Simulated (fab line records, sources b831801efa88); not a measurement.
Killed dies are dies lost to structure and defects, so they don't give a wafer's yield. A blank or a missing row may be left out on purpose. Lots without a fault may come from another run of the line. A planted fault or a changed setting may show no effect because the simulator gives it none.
A struck lot beside a sound one | flow sfq_line | 14 steps out of a route of 325
Sound: wafers L231.2, L231.4, L231.6. Struck: wafer L219.2. (L219.6 of the same lot was not struck and is left out.) The cause comes at the end.
At each step with rows: each side's tool, then ch and its chambers, then its first start. Under that, the readings that differ: sound wafers | struck wafers | difference of the means | sigmas: that difference in standard deviations of wafers without a fault.
alike: readings whose means differ by less than 2 such deviations, and words and numbers that are the same on both sides. not compared: withheld readings, readings that some wafer has no value for, bounds like >300 that may hide the same value, and numbers for which the record gives no deviation and whose values overlap.
The two part at a step that has a row with sigmas, a row that says differs or no value, or rows on one side only. Numbers that don't overlap but have no deviation are shown without sigmas and don't part them. A reading that every wafer of one side lacks parts them only if that side has two wafers or more.

first, 6 steps without rows for these wafers: SFQ_TRILAYER_M0_LITHO_COAT_026 (resist thk 62 nm); SFQ_TRILAYER_M0_LITHO_COAT_021 (resist thk 600 nm); SFQ_TRILAYER_M0_LITHO_SOFTBAKE_025; SFQ_TRILAYER_M0_LITHO_EXPOSE_022 (exposes mask M0, target cd 500 nm); SFQ_TRILAYER_M0_LITHO_PEB_024 (peb time 60 s); SFQ_TRILAYER_M0_LITHO_DEVELOP_023 (time 60 s).
SFQ_M0_OVL_MEAS_906:
  sound on overlay-01, day 17 20:11; struck on overlay-01, day 13 15:29
  alike: M0_OVL
SFQ_TRILAYER_M0_BARC_OPEN_METAL_ETCH_031: etches BARC in O2, target depth 125 nm, time 41.7 s.
  sound on rie_metal-02 ch 0,1, day 17 20:13; struck on rie_metal-03 ch 0, day 13 15:31
  reading               | sound             | struck | difference | sigmas
  oes_product_au (a.u.) | 0.696 0.681 0.686 | 0.678  | -0.010     | -2
  alike: drypump_motor_current_A
  not compared: rf_hours_counter_h
SFQ_TRILAYER_M0_ETCH_METAL_ETCH_024: etches Nb in Cl2/Ar, stops on SiO2, target depth 240 nm, time 120 s.
  sound on rie_metal-02 ch 0,1, day 17 20:17; struck on rie_metal-03 ch 0, day 13 15:35
  reading                     | sound          | struck | difference | sigmas
  drypump_motor_current_A (A) | 5.90 5.91 6.28 | 6.65   | +0.62      | +2
  alike: oes_product_au
  not compared: rf_hours_counter_h
SFQ_TRILAYER_M0_STRIP_STRIP_025: strips in O2.
  sound on rie_metal-02 ch 0,1, day 17 20:24; struck on rie_metal-03 ch 0, day 13 15:43
  alike: drypump_motor_current_A, oes_product_au
  not compared: rf_hours_counter_h
then, 1 step without rows for these wafers: SFQ_TRILAYER_M0_STRIP_SOLV_CLEAN_026 (cleans in NMP, time 600 s).
SFQ_TRILAYER_I0_DEP_PECVD_027: deposits SiO2 from SiH4/N2O, time 111.11 s, target thk 500 nm.
  sound on pecvd-02 ch 0,1,2, day 17 21:11; struck on pecvd-03 ch 0, day 13 16:29
  reading                                             | sound             | struck | difference | sigmas
  run_length_s (s)                                    | 139.7 138.8 138.5 | 128.9  | -10.1      | -17
  throttle_valve_pct (%)                              | 26.3 25.8 24.1    | 22.3   | -3.1       | -2
  model.SiO2_of_TRILAYER_I0_DEP_PECVD_027.thk_nm (nm) | 503.1 505.1 513   | 453.8  | -53.3      |
  alike: heater_power_w
SFQ_TRILAYER_I0_CMP_CMP_028: polishes SiO2.
  sound on cmp-02 ch 1,3, day 17 21:45; struck on cmp-02 ch 2, day 13 18:04
  reading                | sound       | struck | difference | sigmas
  time_to_endpoint_s (s) | 216 211 226 | 184    | -34        | -4
  alike: motor_current_A
SFQ_I0_BOW_MEAS_907:
  sound on film_metro-03, day 18 00:16; struck on film_metro-02, day 13 19:35
  alike: I0_BOW

WHERE THEY PART
First at SFQ_TRILAYER_M0_BARC_OPEN_METAL_ETCH_031; last, within this record, at SFQ_TRILAYER_I0_CMP_CMP_028. Later steps at which nothing parts them and some readings are alike: SFQ_I0_BOW_MEAS_907.

WHY: what the simulator had put in
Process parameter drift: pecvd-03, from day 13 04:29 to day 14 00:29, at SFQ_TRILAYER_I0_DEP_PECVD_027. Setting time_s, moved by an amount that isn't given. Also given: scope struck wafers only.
